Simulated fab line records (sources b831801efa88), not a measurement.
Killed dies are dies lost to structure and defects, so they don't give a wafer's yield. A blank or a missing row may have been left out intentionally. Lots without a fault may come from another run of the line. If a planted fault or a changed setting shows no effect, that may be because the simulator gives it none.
A lot that was struck, set against a sound lot ; flow sfqLine ; 14 steps out of a route of 325
Sound: wafers L837.1, L837.2, L837.3. Wafers L841.2, L841.4, L841.6 were the ones struck. The cause comes at the end.
At each step with rows: each side's tool, then ch and its chambers, then its first start. Under that, the readings that differ: sound wafers ; struck wafers ; difference of the means ; sigmas: that difference in standard deviations of wafers without a fault.
alike: a reading whose means differ by less than 2 such deviations, as well as words and numbers matching on both sides. not compared: withheld readings; readings where some wafer has no value; bounds like >300 that might hide an equal value; numbers whose values overlap and for which the record gives no deviation.
A row with sigmas, a row that says differs or no value, or rows on one side alone: a step with any of these is where the two part. Non-overlapping numbers with no deviation appear without sigmas and do not part them. A reading missing from all wafers of one side parts the sides only when that side holds two or more wafers.

first, 7 steps without rows for these wafers: SFQ_TRILAYER_JJ_CE_STRIP_SOLV_CLEAN_121 (cleans in NMP, time 600 s); SFQ_TRILAYER_M5_LITHO_COAT_128 (resist thk 62 nm); SFQ_TRILAYER_M5_LITHO_COAT_123 (resist thk 600 nm); SFQ_TRILAYER_M5_LITHO_SOFTBAKE_127; SFQ_TRILAYER_M5_LITHO_EXPOSE_124 (exposes mask M5, target cd 700 nm); SFQ_TRILAYER_M5_LITHO_PEB_126 (peb time 60 s); SFQ_TRILAYER_M5_LITHO_DEVELOP_125 (time 60 s).
SFQ_M5_OVL_MEAS_932:
  sound on overlay-02, day 45 14:23; struck on overlay-01, day 48 08:56
  alike: M5_OVL
SFQ_TRILAYER_M5_BARC_OPEN_METAL_ETCH_161: etches BARC in O2, target depth 125 nm, time 41.7 s.
  sound on rieMetal-01 ch 0,1, day 45 14:25; struck on rieMetal-01 ch 0,1, day 48 08:58
reading;sound;struck;difference;sigmas
heBacksideLeakSccm (sccm);3.25 3.29 3.34;4.87 3.84 3.72;+0.85;+3
  alike: drypumpMotorCurrentA, oesProductAu
  not compared: rfHoursCounterH
SFQ_TRILAYER_M5_ETCH_METAL_ETCH_126: etches Nb in Cl2/BCl3, stops on SiO2, time 203.2 s, target depth 265 nm.
  sound on rieMetal-01 ch 0,1, day 45 14:28; struck on rieMetal-01 ch 0,1, day 48 09:01
  alike: drypumpMotorCurrentA, heBacksideLeakSccm, oesProductAu
  not compared: rfHoursCounterH
SFQ_TRILAYER_M5_STRIP_STRIP_127: strips in O2.
  sound on rieMetal-01 ch 0,1, day 45 14:40; struck on rieMetal-01 ch 0,1, day 48 09:13
  alike: drypumpMotorCurrentA, heBacksideLeakSccm, oesProductAu, platenTempC
  not compared: rfHoursCounterH
then, 1 step without rows for these wafers: SFQ_TRILAYER_M5_STRIP_SOLV_CLEAN_128 (cleans in NMP, time 600 s).
SFQ_TRILAYER_A5B_DEP_PECVD_129: deposits SiO2 from SiH4/N2O, time 133.33 s, target thk 600 nm.
  sound on pecvd-02 ch 0,1,2, day 45 15:28; struck on pecvd-02 ch 1,2, day 48 09:59
reading;sound;struck;difference;sigmas
rfFwdPowerW (W);180.9 183.0 183.3;151.7 153.1 152.0;-30.1;-48
model.SiO2_of_TRILAYER_A5B_DEP_PECVD_129.thkNm (nm);594.6 588.8 594.7;567.7 581.6 577.7;-17.0;
  alike: heaterPowerW, throttleValvePct
SFQ_TRILAYER_A5B_CMP_CMP_130: polishes, stops on Nb, target thk 340.7 nm.
  sound on cmp-01 ch 0,2,3, day 46 02:30; struck on cmp-01 ch 0,2,3, day 48 11:06
  alike: motorCurrentA, platenRpm

## WHERE THEY PART
Last at SFQ_TRILAYER_A5B_DEP_PECVD_129 as far as this record goes, first at SFQ_TRILAYER_M5_BARC_OPEN_METAL_ETCH_161. Later steps at which nothing parts them and some readings are alike: SFQ_TRILAYER_A5B_CMP_CMP_130.

WHY: what had been put in by the simulator
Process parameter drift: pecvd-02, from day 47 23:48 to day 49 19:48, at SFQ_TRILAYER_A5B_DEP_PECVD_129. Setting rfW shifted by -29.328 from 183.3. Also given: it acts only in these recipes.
